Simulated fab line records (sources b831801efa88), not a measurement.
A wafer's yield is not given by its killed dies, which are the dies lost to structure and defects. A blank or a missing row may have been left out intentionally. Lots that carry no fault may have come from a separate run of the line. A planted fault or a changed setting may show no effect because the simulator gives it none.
Tool commonality check -- flow gf180mcu -- 14 lots, 48 wafers sampled

== WHY IT WAS OPENED ==
GF_MVPSD_OVL_MEAS_07, reading MVPSD_OVL: flagged on 2 of 14 lots. Wafers without a fault read -0.4 nm, standard deviation 1.4.
Rule: a lot is flagged in two cases, either no wafer of it has a number, or all its wafers with numbers fall more than 4 standard deviations from that mean. As for the other lots, they are considered sound.

lot,measured,on,"MVPSD_OVL (nm), wafer by wafer",flag
L733,day 5 04:38,overlay-02,-1.5 -0.3 0.5,
L735,day 5 17:32,overlay-01,0.8 1.1 2.2,
L736,day 5 21:54,overlay-01,1.4 1.7 2.3,
L737,day 6 06:38,overlay-02,-1.0 -0.6 0.8,
L739,day 6 15:47,overlay-02,-1.3 -1.9 -2.5,
L740,day 6 22:32,overlay-01,-0.1 -1.4 -0.6,
L741,day 7 09:05,overlay-02,-1.0 -2.0 -0.7,
L743,day 7 19:14,overlay-02,-0.2 1.3 1.1,
L744,day 8 00:20,overlay-01,-0.1 0.9 -1.3,
L746,day 8 11:36,overlay-02,1.0 -0.2 0.4,
L747,day 8 20:26,overlay-02,-0.2 -2.6 -1.0,
L751,day 9 19:14,overlay-02,0.8 -1.2 -1.8,
L752,day 9 22:34,overlay-01,-66.5 -66.9 -69.1 -67.9 -68.0 -70.0,FLAGGED
L754,day 10 11:23,overlay-02,-68.5 -66.7 -67.4 -69.9 -67.8 -68.4,FLAGGED
The numbers of the flagged lots are -68.1 nm on average: -67.7 nm against the usual, or -48 standard deviations.

== WHICH TOOL EACH LOT WENT THROUGH ==
The record keeps 1 process step preceding the reading, out of 602 steps on the route. Every cell lists first the tool, next ch and the chambers used by the sampled wafers, and last the start.
lot,flag,GF_MVPSD_EXPOSE_04
L733,,"iline stepper-01 ch 0, day 4 22:28"
L735,,"iline stepper-02 ch 0, day 5 10:37"
L736,,"iline stepper-02 ch 0, day 5 15:03"
L737,,"iline stepper-02 ch 0, day 5 23:29"
L739,,"iline stepper-01 ch 0, day 6 08:09"
L740,,"iline stepper-01 ch 0, day 6 14:55"
L741,,"iline stepper-02 ch 0, day 7 01:13"
L743,,"iline stepper-01 ch 0, day 7 11:44"
L744,,"iline stepper-02 ch 0, day 7 16:33"
L746,,"iline stepper-02 ch 0, day 8 03:13"
L747,,"iline stepper-01 ch 0, day 8 12:37"
L751,,"iline stepper-02 ch 0, day 9 10:43"
L752,FLAGGED,"iline stepper-02 ch 0, day 9 14:05"
L754,FLAGGED,"iline stepper-02 ch 0, day 10 03:11"
What the steps here do:
- GF_MVPSD_EXPOSE_04: exposes mask MVPSD, target cd 1000 nm.
- GF_MVPSD_OVL_MEAS_07

== FLAGGED AGAINST TOTAL, ONE TOOL AT A TIME (gauges that did the reading follow at the end) ==
step,tool,lots run,flagged,share of the flagged lots,sound lots run after its first flagged lot
GF_MVPSD_EXPOSE_04,iline stepper-01,5,0,none,-
GF_MVPSD_EXPOSE_04,iline stepper-02,9,2,all,0
GF_MVPSD_OVL_MEAS_07,overlay-01,5,1,some,0
GF_MVPSD_OVL_MEAS_07,overlay-02,9,1,some,0

== WHAT THE TABLE PERMITS ==
All flagged lots share 1 row of the table, namely iline stepper-02 at GF_MVPSD_EXPOSE_04.
- iline stepper-02 at GF_MVPSD_EXPOSE_04 ran 9 lots, 2 of them flagged. It ran its last sound lot, L751, at day 9 10:43 and its first flagged lot, L752, at day 9 14:05: a fault with its onset between the two fits.
Left over: one tool, iline stepper-02 at GF_MVPSD_EXPOSE_04.

== WHAT THE SIMULATOR HAD INSERTED ==
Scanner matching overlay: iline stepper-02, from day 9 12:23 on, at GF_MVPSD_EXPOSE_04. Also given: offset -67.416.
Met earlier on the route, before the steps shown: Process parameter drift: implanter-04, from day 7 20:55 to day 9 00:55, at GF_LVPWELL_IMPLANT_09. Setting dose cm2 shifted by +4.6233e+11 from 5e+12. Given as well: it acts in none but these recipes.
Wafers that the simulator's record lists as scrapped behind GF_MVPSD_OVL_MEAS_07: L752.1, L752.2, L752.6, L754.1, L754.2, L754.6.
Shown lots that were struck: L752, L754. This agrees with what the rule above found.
